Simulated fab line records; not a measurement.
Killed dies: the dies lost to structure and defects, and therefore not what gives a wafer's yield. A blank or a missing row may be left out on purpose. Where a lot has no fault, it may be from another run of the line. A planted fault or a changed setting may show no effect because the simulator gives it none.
Chamber matching || flow gf180mcu || GF_MIM_CVD_05 on pecvd-01 has 3 sister chambers
The step deposits Si3N4, target thk 42 nm, time 29.086 s. 6 wafers are shown with their chamber, then 8 later ones without.

== WAFERS, EACH WITH ITS CHAMBER ==
{"wafer": "L871.6", "chamber": 2, "run length s (s)": 56.4, "heater power w (W)": 701}
{"wafer": "L872.3", "chamber": 2, "run length s (s)": 56.9, "heater power w (W)": 709}
{"wafer": "L872.6", "chamber": 0, "run length s (s)": 57.3, "heater power w (W)": 775}
{"wafer": "L873.5", "chamber": 1, "run length s (s)": 56.6, "heater power w (W)": 714}
{"wafer": "L873.6", "chamber": 0, "run length s (s)": 57.4, "heater power w (W)": 677}
{"wafer": "L874.1", "chamber": 1, "run length s (s)": 56.4, "heater power w (W)": 672}

== WAFERS MISSING THEIR CHAMBER ==
{"wafer": "L874.3", "run length s (s)": 56.7, "heater power w (W)": 703}
{"wafer": "L874.6", "run length s (s)": 56.2, "heater power w (W)": 711}
{"wafer": "L884.2", "run length s (s)": 57.0, "heater power w (W)": 715}
{"wafer": "L884.4", "run length s (s)": 54.7, "heater power w (W)": 620}
{"wafer": "L884.5", "run length s (s)": 57.0, "heater power w (W)": 716}
{"wafer": "L887.2", "run length s (s)": 54.6, "heater power w (W)": 705}
{"wafer": "L887.3", "run length s (s)": 57.3, "heater power w (W)": 657}
{"wafer": "L887.6", "run length s (s)": 56.8, "heater power w (W)": 712}

== CHAMBER TAKEN BY EACH ==
{"wafer": "L874.3", "from the rows above": "can't be placed: 2 or 1", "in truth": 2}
{"wafer": "L874.6", "from the rows above": "can't be placed: 1 or 2", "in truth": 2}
{"wafer": "L884.2", "from the rows above": "can't be placed: 2 or 0 or 1", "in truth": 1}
{"wafer": "L884.4", "from the rows above": "can't be placed: 1 or 2", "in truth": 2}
{"wafer": "L884.5", "from the rows above": "can't be placed: 0 or 2 or 1", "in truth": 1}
{"wafer": "L887.2", "from the rows above": "can't be placed: 1 or 2", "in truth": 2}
{"wafer": "L887.3", "from the rows above": "can't be placed: 0 or 2", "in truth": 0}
{"wafer": "L887.6", "from the rows above": "can't be placed: 2 or 1 or 0", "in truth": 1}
Placed correctly: 0 of 8. Unplaceable from these rows: 8, with the true chamber sitting among the candidates in 8. Number placed wrongly: 0.
How it was worked out, from the rows above alone: a wafer's distance from a chamber is the root of the sum, over the readings, of the square of ((its reading less the chamber's mean) divided by the reading's scatter). The wafer belongs to the nearest chamber; if the next one is less than 2 further off, it can't be placed. A chamber's mean is the mean of its shown wafers. How the scatter is found: for the shown wafers, subtract from each reading the mean of its chamber, square and add these, divide the total by (wafers less chambers), then take the root.
